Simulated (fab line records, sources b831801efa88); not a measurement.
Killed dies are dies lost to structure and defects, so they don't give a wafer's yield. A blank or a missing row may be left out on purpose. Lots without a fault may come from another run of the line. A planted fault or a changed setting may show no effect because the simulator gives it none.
One fault seen from 2 desks | flow sky130 | each desk has only its own numbers; what lay behind them comes last

THE TOOL OWNER'S DESK: litho_track-03
The tool's own readings at SKY_VT_ADJUST_PCH_COAT_02 (resist thk 3000 nm): means of the sampled wafers that have a number, for each lot that ran on this tool. A lot is out of limits, marked OUT, if its mean lies more than 4 standard deviations from the usual mean; the brackets give that distance.
Columns: A = exhaust_pa at SKY_VT_ADJUST_PCH_COAT_02, usual 45.2 Pa; B = spin_speed_rpm at SKY_VT_ADJUST_PCH_COAT_02, usual 2000.0 rpm
lot  | first seen here | A    | B
L347 | day 10 16:29    | 44.9 | 1999.3
L346 | day 10 19:01    | 45.5 | 1997.6
L358 | day 13 17:26    | 45.4 | 1999.3
L360 | day 14 21:31    | 45.2 | 2000.5
L365 | day 16 06:10    | 45.9 | 1927.2 (-52) OUT
L369 | day 17 13:22    | 45.4 | 1927.9 (-52) OUT
This desk's finding: out of limits on L365, L369; first on L365, day 16 06:10 (spin_speed_rpm at SKY_VT_ADJUST_PCH_COAT_02). In limits: L347, L346, L358, L360.

THE METROLOGY DESK
What the gauges read, lot by lot, whatever tool the lot ran on: means of the sampled wafers that have a number. A lot is out of limits, marked OUT, if its mean lies more than 4 standard deviations from the usual mean; the brackets give that distance.
Columns: A = LOCAL_INTERCONNECT_TIN_RS at SKY_LOCAL_INTERCONNECT_RS_MEAS_01, usual 14.21 ohm/sq; B = CONTACT_BOW at SKY_CONTACT_BOW_MEAS_05, usual 81 um
lot  | first seen here | A     | B
L347 | day 30 01:07    | 14.05 | 76
L349 | day 30 18:54    | 14.35 | 87
L346 | day 30 19:56    | 14.30 | 94
L348 | day 30 20:16    | 13.92 | 86
L351 | day 31 00:29    | 14.31 | 86
L354 | day 32 04:32    | 14.40 | 77
L355 | day 32 17:41    | 14.15 | 87
L357 | day 32 20:41    | 14.33 | 74
L358 | day 33 19:21    | 14.03 | 83
L360 | day 34 13:07    | 14.43 | 78
L365 | day 35 19:54    | 14.29 | 83
L369 | day 37 00:02    | 14.18 | 75
This desk's finding: nothing out of limits on any of the 12 lots.

PUT TOGETHER
The tool owner's desk could have raised an alarm at day 16 06:10, on L365, L369.
The metrology desk saw nothing out of limits.
The metrology desk has L365, L369 on record, within its limits.
Of the lots named, all ran SKY_VT_ADJUST_PCH_COAT_02 on litho_track-03.

WHAT THE SIMULATOR HAD PUT IN
Process parameter drift: litho_track-03, from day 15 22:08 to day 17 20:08, at SKY_VT_ADJUST_PCH_COAT_02. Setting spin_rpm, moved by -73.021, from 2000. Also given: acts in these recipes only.
Lots struck among those shown: L365, L369.
Hours from the fault's start to each desk's first reading out of limits: the tool owner's desk, 8.
